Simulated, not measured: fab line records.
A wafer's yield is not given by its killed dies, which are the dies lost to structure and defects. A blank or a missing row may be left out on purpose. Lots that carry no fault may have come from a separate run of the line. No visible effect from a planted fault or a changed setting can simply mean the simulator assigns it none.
fab line records -- flow sky130
record lots=13, wafers=39, last-day=50
route steps=708 shown POLY_CUT@316 RES_XHIGH@340 SD_N@353
lots untouched by any fault: they come from a run of this same line in which no faults occurred
start-h: hours from the record's opening day to when the first of the lot's shown wafers began -- wait-h: how many hours have passed since the lot's step before this one -- " identical to the entry in the row above -- L1.1+2: several wafers, shown together as one row -- - either no value or no given start -- * or withheld: withheld -- < > ~ a bound
route shown NAME@n: a module of which the file shows steps, and the number in the route of the first -- usual: mean/standard deviation taken from wafers without a fault -- same: alike in all rows -- chamber/n: place in a boat -- sites: the reading at each site -- _std_site: how widely they spread, as a standard deviation -- _edge_site: outer sites' mean less inner sites' -- radius-mm: how far each site lies from the wafer's centre -- mask NAME#n: copy n -- behind: the tool/chamber that last shaped the wafer -- hold: reason for holding the lot/hours on hold/outcome of the hold -- device: the n, p or np transistor that did not switch -- end of line: tests of these same wafers at the route's end -- step lacking rows: just its recipe -- killed: at the first sort, the dies lost to defects and structure; wafer yield is something else -- map: shows each die of a wafer: x if killed, . if not, _ if none is there
set.NAME: the setting as run; set.NAME@STEP: as run at that earlier step -- model.NAME: the simulator's own value behind a step, which no gauge read
route steps across a sampled set of lots; one table per step, one row per wafer
services: when a tool's chamber went out of use (start-h, in hours from the record's first day, below 0 if earlier), for how many hours, and the reason
## steps
# step SKY_POLY_CUT_OVL_MEAS_09
# usual POLY_CUT_OVL=1/5.3
lot.wafer,tool,chamber,start-h,wait-h,POLY_CUT_OVL[nm]
L171.2,overlay-02,-,551.41,0.1,8
L171.3,overlay-02,-,551.41,0.1,10
L171.4,overlay-02,-,551.41,0.1,2
L172.3,overlay-01,-,567.67,0.1,-3
L172.5,overlay-01,-,567.67,0.1,-1
L172.6,overlay-01,-,567.67,0.1,-4
L174.1,overlay-02,-,586.08,0.1,2
L174.3,overlay-02,-,586.08,0.1,-2
L174.5,overlay-02,-,586.08,0.1,-5
L177.1,overlay-01,-,609.48,0.1,6
L177.3,overlay-01,-,609.48,0.1,4
L177.5,overlay-01,-,609.48,0.1,5
L176.1,overlay-01,-,616.33,0.1,-1
L176.3,overlay-01,-,616.33,0.1,2
L176.4,overlay-01,-,616.33,0.1,-15
L178.1,overlay-01,-,625.23,0.1,6
L178.2,overlay-01,-,625.23,0.1,3
L178.4,overlay-01,-,625.23,0.1,0
L179.2,overlay-01,-,629.99,0.1,-2
L179.4,overlay-01,-,629.99,0.1,-7
L179.6,overlay-01,-,629.99,0.1,0
L180.3,overlay-01,-,640.39,0.1,2
L180.4,overlay-01,-,640.39,0.1,1
L180.5,overlay-01,-,640.39,0.1,2
L185.1,overlay-01,-,680.58,0.1,4
L185.3,overlay-01,-,680.58,0.1,1
L185.4,overlay-01,-,680.58,0.1,7
L186.1,overlay-01,-,685.43,0.1,-3
L186.4,overlay-01,-,685.43,0.1,-2
L186.6,overlay-01,-,685.43,0.1,4
L191.2,overlay-02,-,732.61,0.1,-6
L191.3,overlay-02,-,732.61,0.1,-2
L191.6,overlay-02,-,732.61,0.1,-11
L192.1,overlay-01,-,735.28,0.1,-9
L192.4,overlay-01,-,735.28,0.1,6
L192.5,overlay-01,-,735.28,0.1,1
L194.2,overlay-01,-,743.94,0.1,0
L194.3,overlay-01,-,743.94,0.1,13
L194.6,overlay-01,-,743.94,0.1,-2
# step SKY_POLY_CUT_ETCH_11
# recipe target=Si3N4, chemistry=CF4/CH2F2/Ar, stop-on=poly-Si, source-w=600, bias-w=150, pressure-mtorr=40, cf4-flow-sccm=40, ch2f2-flow-sccm=20, Ar_flow_sccm=150, time-s=42.5, target-depth-a=600
# usual drypump-motor-current-A=5.6/0.46, oes-product-au=0.830/0.0066, throttle-valve-pct=14.995/0.0077
lot.wafer,tool,chamber,start-h,wait-h,drypump-motor-current-A,oes-product-au,rf-hours-counter-h,throttle-valve-pct
L171.2,rie-diel-02,3,551.48,0.0,5.0,0.829,15,15.006
L171.3,rie-diel-02,1,551.48,0.0,5.9,0.837,65,14.999
L171.4,rie-diel-02,2,551.48,0.0,5.6,0.831,-,15.010
L172.3,rie-diel-02,2,567.73,0.0,5.6,0.830,15,14.987
L172.5,rie-diel-02,2,567.73,0.0,5.6,0.845,-,15.011
L172.6,rie-diel-02,3,567.73,0.0,5.0,0.827,-,14.983
L174.1,rie-diel-03,3,586.16,0.0,5.3,0.839,73,15.000
L174.3,rie-diel-03,0,586.16,0.0,6.2,0.828,51,14.997
L174.5,rie-diel-03,3,586.16,0.0,5.4,0.829,-,15.008
L177.1,rie-diel-02,1,609.56,0.0,5.9,0.827,66,14.999
L177.3,rie-diel-02,0,609.56,0.0,5.9,0.822,0,14.991
L177.5,rie-diel-02,1,609.56,0.0,5.9,0.819,-,14.993
L176.1,rie-diel-04,2,616.41,0.0,5.1,0.825,7,15.000
L176.3,rie-diel-04,1,616.41,0.0,6.3,0.834,24,14.986
L176.4,rie-diel-04,0,616.41,0.0,5.1,0.821,-,14.991
L178.1,rie-diel-03,1,625.31,0.0,4.9,0.834,13,14.981
L178.2,rie-diel-03,0,625.31,0.0,6.2,0.842,52,14.986
L178.4,rie-diel-03,2,625.31,0.0,6.1,0.837,2,14.987
L179.2,rie-diel-02,2,630.06,0.0,5.6,0.818,16,14.998
L179.4,rie-diel-02,3,630.06,0.0,5.0,0.821,-,14.986
L179.6,rie-diel-02,0,630.06,0.0,5.9,0.823,-,14.993
L180.3,rie-diel-03,1,640.46,0.0,4.8,0.840,13,14.998
L180.4,rie-diel-03,3,640.46,0.0,5.4,0.829,0,14.988
L180.5,rie-diel-03,3,640.46,0.0,5.4,0.834,-,14.987
L185.1,rie-diel-02,3,680.66,0.0,5.0,0.830,17,14.996
L185.3,rie-diel-02,0,680.66,0.0,5.9,0.826,2,14.989
L185.4,rie-diel-02,1,680.66,0.0,5.9,0.827,-,14.995
L186.1,rie-diel-04,1,685.51,0.0,6.3,0.837,26,14.993
L186.4,rie-diel-04,3,685.51,0.0,5.5,0.829,1,14.994
L186.6,rie-diel-04,3,685.51,0.0,5.4,0.837,-,15.005
L191.2,rie-diel-02,3,732.69,0.0,5.0,0.829,18,14.981
L191.3,rie-diel-02,2,732.69,0.0,5.6,0.832,18,14.993
L191.6,rie-diel-02,3,732.69,0.0,5.0,0.832,-,14.988
L192.1,rie-diel-04,3,735.36,0.0,5.5,0.841,2,14.993
L192.4,rie-diel-04,1,735.36,0.0,6.3,0.838,28,14.998
L192.5,rie-diel-04,2,735.36,0.0,5.1,0.833,-,14.989
L194.2,rie-diel-02,1,744.01,0.0,5.9,0.833,2,15.003
L194.3,rie-diel-02,0,744.01,0.0,5.9,0.827,4,14.994
L194.6,rie-diel-02,3,744.01,0.0,5.0,0.830,-,15.000
# step SKY_RES_XHIGH_STRIP_08
# recipe chemistry=O2/N2, power-w=1400, pressure-mtorr=1500, platen-temp-c=withheld, o2-flow-sccm=3000, n2-flow-sccm=300, overash-fraction=0.5
# usual drypump-motor-current-A=5.7/0.53, oes-product-au=0.711/0.0043, strip-time-to-endpoint-s=14.28/0.038
lot.wafer,tool,chamber,start-h,wait-h,drypump-motor-current-A,oes-product-au,rf-hours-counter-h,strip-time-to-endpoint-s
L171.2,plasma-asher-03,0,609.89,0.1,6.0,0.703,81,14.25
L171.3,plasma-asher-03,0,609.89,0.1,6.0,0.712,-,14.28
L171.4,plasma-asher-03,1,609.89,0.1,6.1,0.711,-,14.24
L172.3,plasma-asher-04,1,625.62,0.1,5.0,0.710,-,14.30
L172.5,plasma-asher-04,1,625.62,0.1,4.9,0.710,-,14.29
L172.6,plasma-asher-04,0,625.62,0.1,6.3,0.707,-,14.30
L174.1,plasma-asher-01,1,645.61,0.1,5.0,0.712,17,14.28
L174.3,plasma-asher-01,1,645.61,0.1,5.0,0.712,-,14.34
L174.5,plasma-asher-01,0,645.61,0.1,4.9,0.707,-,14.32
L177.1,plasma-asher-03,1,666.89,0.1,6.0,0.707,86,14.27
L177.3,plasma-asher-03,0,666.89,0.1,6.0,0.710,-,14.25
L177.5,plasma-asher-03,1,666.89,0.1,6.0,0.710,-,14.26
L176.1,plasma-asher-03,1,674.91,0.1,6.0,0.712,87,14.24
L176.3,plasma-asher-03,0,674.91,0.1,6.0,0.711,-,14.24
L176.4,plasma-asher-03,1,674.91,0.1,6.0,0.707,-,14.24
L178.1,plasma-asher-03,0,681.86,0.1,6.0,0.708,88,14.36
L178.2,plasma-asher-03,1,681.86,0.1,6.0,0.723,88,14.26
L178.4,plasma-asher-03,1,681.86,0.1,6.0,0.718,-,14.30
L179.2,plasma-asher-04,0,687.71,0.1,6.3,0.958,58,-
L179.4,plasma-asher-04,1,687.71,0.1,4.9,0.949,-,-
L179.6,plasma-asher-04,0,687.71,0.1,6.3,0.950,-,-
L180.3,plasma-asher-03,1,697.32,0.1,6.0,0.713,-,14.30
L180.4,plasma-asher-03,0,697.32,0.1,6.0,0.706,-,14.30
L180.5,plasma-asher-03,0,697.32,0.1,6.0,0.713,-,14.35
L185.1,plasma-asher-03,0,736.84,0.1,6.0,0.717,95,14.27
L185.3,plasma-asher-03,1,736.84,0.1,6.0,0.712,-,14.26
L185.4,plasma-asher-03,0,736.84,0.1,6.0,0.707,-,14.27
L186.1,plasma-asher-03,0,742.01,0.1,6.0,0.711,96,14.29
L186.4,plasma-asher-03,0,742.01,0.1,6.0,0.714,-,14.33
L186.6,plasma-asher-03,0,742.01,0.1,6.0,0.711,-,14.30
L191.2,plasma-asher-03,1,786.44,0.1,6.0,0.704,100,14.34
L191.3,plasma-asher-03,1,786.44,0.1,6.1,0.702,-,14.27
L191.6,plasma-asher-03,0,786.44,0.1,6.0,0.707,-,14.31
L192.1,plasma-asher-01,1,788.31,0.1,5.0,0.711,26,14.30
L192.4,plasma-asher-01,0,788.31,0.1,4.8,0.708,-,14.25
L192.5,plasma-asher-01,1,788.31,0.1,5.0,0.709,-,14.26
L194.2,plasma-asher-04,1,797.34,0.1,4.9,0.711,70,14.27
L194.3,plasma-asher-04,1,797.34,0.1,4.9,0.717,-,14.21
L194.6,plasma-asher-04,0,797.34,0.1,6.3,0.717,-,14.23
# step SKY_RES_XHIGH_TW_MEAS_09
# usual RES_XHIGH_TW=1636/11
lot.wafer,tool,chamber,start-h,wait-h,RES_XHIGH_TW
L171.2,film-metro-02,-,610.00,0.1,1645
L171.3,film-metro-02,-,610.00,0.1,1642
L171.4,film-metro-02,-,610.00,0.1,1650
L172.3,film-metro-02,-,625.71,0.1,1650
L172.5,film-metro-02,-,625.71,0.1,1645
L172.6,film-metro-02,-,625.71,0.1,1655
L174.1,film-metro-01,-,645.71,0.1,1636
L174.3,film-metro-01,-,645.71,0.1,1646
L174.5,film-metro-01,-,645.71,0.1,1635
L177.1,film-metro-04,-,666.99,0.1,1633
L177.3,film-metro-04,-,666.99,0.1,1636
L177.5,film-metro-04,-,666.99,0.1,1639
L176.1,film-metro-04,-,675.01,0.1,1626
L176.3,film-metro-04,-,675.01,0.1,1611
L176.4,film-metro-04,-,675.01,0.1,1616
L178.1,film-metro-04,-,681.96,0.1,1628
L178.2,film-metro-04,-,681.96,0.1,1618
L178.4,film-metro-04,-,681.96,0.1,1623
L179.2,film-metro-04,-,687.82,0.1,1619
L179.4,film-metro-04,-,687.82,0.1,1611
L179.6,film-metro-04,-,687.82,0.1,1611
L180.3,film-metro-04,-,697.41,0.1,1638
L180.4,film-metro-04,-,697.41,0.1,1626
L180.5,film-metro-04,-,697.41,0.1,1641
L185.1,film-metro-01,-,736.94,0.1,1634
L185.3,film-metro-01,-,736.94,0.1,1627
L185.4,film-metro-01,-,736.94,0.1,1631
L186.1,film-metro-02,-,742.11,0.1,1651
L186.4,film-metro-02,-,742.11,0.1,1654
L186.6,film-metro-02,-,742.11,0.1,1653
L191.2,film-metro-04,-,786.55,0.1,1634
L191.3,film-metro-04,-,786.55,0.1,1632
L191.6,film-metro-04,-,786.55,0.1,1635
L192.1,film-metro-01,-,788.41,0.1,1634
L192.4,film-metro-01,-,788.41,0.1,1634
L192.5,film-metro-01,-,788.41,0.1,1633
L194.2,film-metro-04,-,797.45,0.1,1642
L194.3,film-metro-04,-,797.45,0.1,1636
L194.6,film-metro-04,-,797.45,0.1,1636
# step SKY_SD_N_STRIP_11
# recipe chemistry=O2/N2, power-w=1400, pressure-mtorr=1500, platen-temp-c=withheld, o2-flow-sccm=3000, n2-flow-sccm=300, overash-fraction=0.5
# usual drypump-motor-current-A=5.9/0.49, oes-product-au=0.527/0.0045, strip-time-to-endpoint-s=22.48/0.044
lot.wafer,tool,chamber,start-h,wait-h,drypump-motor-current-A,oes-product-au,rf-hours-counter-h,strip-time-to-endpoint-s
L171.2,plasma-asher-03,0,639.17,0.1,6.0,0.522,83,22.54
L171.3,plasma-asher-03,0,639.17,0.1,6.0,0.529,-,22.49
L171.4,plasma-asher-03,1,639.17,0.1,6.1,0.535,-,22.51
L172.3,plasma-asher-03,1,655.05,0.1,6.0,0.527,-,22.46
L172.5,plasma-asher-03,1,655.05,0.1,6.0,0.529,-,22.46
L172.6,plasma-asher-03,0,655.05,0.1,6.0,0.529,-,22.45
L174.1,plasma-asher-04,1,674.57,0.1,4.9,0.529,56,22.48
L174.3,plasma-asher-04,0,674.57,0.1,6.3,0.525,-,22.48
L174.5,plasma-asher-04,0,674.57,0.1,6.3,0.531,-,22.50
L177.1,plasma-asher-04,1,695.22,0.1,5.0,0.529,59,22.54
L177.3,plasma-asher-04,1,695.22,0.1,5.0,0.522,-,22.53
L177.5,plasma-asher-04,0,695.22,0.1,6.4,0.535,-,22.53
L176.1,plasma-asher-04,1,702.87,0.1,5.0,0.525,60,22.41
L176.3,plasma-asher-04,0,702.87,0.1,6.3,0.518,-,22.40
L176.4,plasma-asher-04,1,702.87,0.1,4.9,0.522,-,22.48
L178.1,plasma-asher-04,0,710.32,0.1,6.4,0.516,61,22.40
L178.2,plasma-asher-04,1,710.32,0.1,4.9,0.530,61,22.42
L178.4,plasma-asher-04,0,710.32,0.1,6.4,0.533,-,22.43
L179.2,plasma-asher-02,0,716.11,0.1,5.8,0.532,105,23.27
L179.4,plasma-asher-02,0,716.11,0.1,5.8,0.527,-,23.22
L179.6,plasma-asher-02,1,716.11,0.1,6.5,0.539,-,23.26
L180.3,plasma-asher-02,1,726.20,0.1,6.4,0.533,-,22.55
L180.4,plasma-asher-02,0,726.20,0.1,5.8,0.523,-,22.50
L180.5,plasma-asher-02,1,726.20,0.1,6.5,0.528,-,22.53
L185.1,plasma-asher-04,1,764.27,0.1,5.0,0.527,67,22.43
L185.3,plasma-asher-04,0,764.27,0.1,6.4,0.526,-,22.43
L185.4,plasma-asher-04,1,764.27,0.1,4.9,0.529,-,22.45
L186.1,plasma-asher-03,1,769.17,0.1,6.0,0.530,98,22.43
L186.4,plasma-asher-03,1,769.17,0.1,6.0,0.531,-,22.50
L186.6,plasma-asher-03,1,769.17,0.1,6.1,0.526,-,22.48
L191.2,plasma-asher-03,1,813.17,0.1,6.0,0.527,103,22.50
L191.3,plasma-asher-03,1,813.17,0.1,6.0,0.522,-,22.51
L191.6,plasma-asher-03,0,813.17,0.1,6.0,0.537,-,22.52
L192.1,plasma-asher-03,0,815.82,0.1,6.0,0.524,103,22.49
L192.4,plasma-asher-03,1,815.82,0.1,6.0,0.525,-,22.45
L192.5,plasma-asher-03,1,815.82,0.1,6.0,0.522,-,22.50
L194.2,plasma-asher-03,1,824.02,0.1,6.0,0.528,104,22.44
L194.3,plasma-asher-03,1,824.02,0.1,6.0,0.531,-,22.47
L194.6,plasma-asher-03,0,824.02,0.1,6.0,0.525,-,22.36
## services
tool,chamber,start-h,hours,kind
rie-diel-03,-,529.41,16.9,repair
rie-diel-03,0,530.38,18.8,repair
plasma-asher-03,-,558.32,0.5,repair
rie-diel-02,2,572.69,3.4,repair
rie-diel-02,2,611.31,2.7,repair
rie-diel-04,3,616.29,13.6,repair
rie-diel-03,2,627.11,6.7,repair
rie-diel-04,0,641.26,3.1,repair
rie-diel-03,3,675.16,3.0,repair
plasma-asher-04,-,675.47,1.3,repair
rie-diel-02,2,675.86,6.9,repair
rie-diel-02,3,681.17,4.6,repair
rie-diel-04,-,690.48,0.3,repair
rie-diel-03,3,707.58,2.6,repair
rie-diel-02,3,711.01,4.6,repair
rie-diel-02,1,718.12,8.8,repair
rie-diel-03,0,730.06,8.3,repair
rie-diel-04,-,743.68,2.8,pm
rie-diel-02,1,767.06,15.1,repair
plasma-asher-04,-,795.43,0.9,repair
plasma-asher-04,-,798.10,9.4,repair
plasma-asher-04,-,807.52,9.4,repair
rie-diel-02,3,810.92,4.6,repair
rie-diel-02,-,817.94,2.8,pm
## key
first-sign step=SKY_RES_XHIGH_STRIP_08, reading=oes-product-au, direction=up, sigmas=56, usual=0.711, struck=0.952
effect step=SKY_SD_N_STRIP_11, reading=strip-time-to-endpoint-s, direction=up, sigmas=17, usual=*, struck=*
met-at SKY_RES_XHIGH_STRIP_08
struck-lots L179
sort-left-out L179.2,L179.4,L179.6
tester-left-out L179
not-acting-at SKY_POLY_CUT_OVL_MEAS_09,SKY_POLY_CUT_ETCH_11,SKY_RES_XHIGH_TW_MEAS_09
onset-between 625.62 687.71
fault kind=strip-aborted, tool=plasma-asher-04, chamber=-, onset-h=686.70, steps=SKY_RES_XHIGH_STRIP_08, offset=0.36866, end-h=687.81
# tester-left-out: of these lots the tester's yield and bins aren't shown, on N5 and GAA mostly nor the transistor test; their killed dies are dies lost to structure and defects alone, not to doping, threshold or leakage, so they don't give the yield
# sort-left-out: the simulated sort isn't trusted on such a fault, so these wafers' sort isn't shown, and their yield isn't known
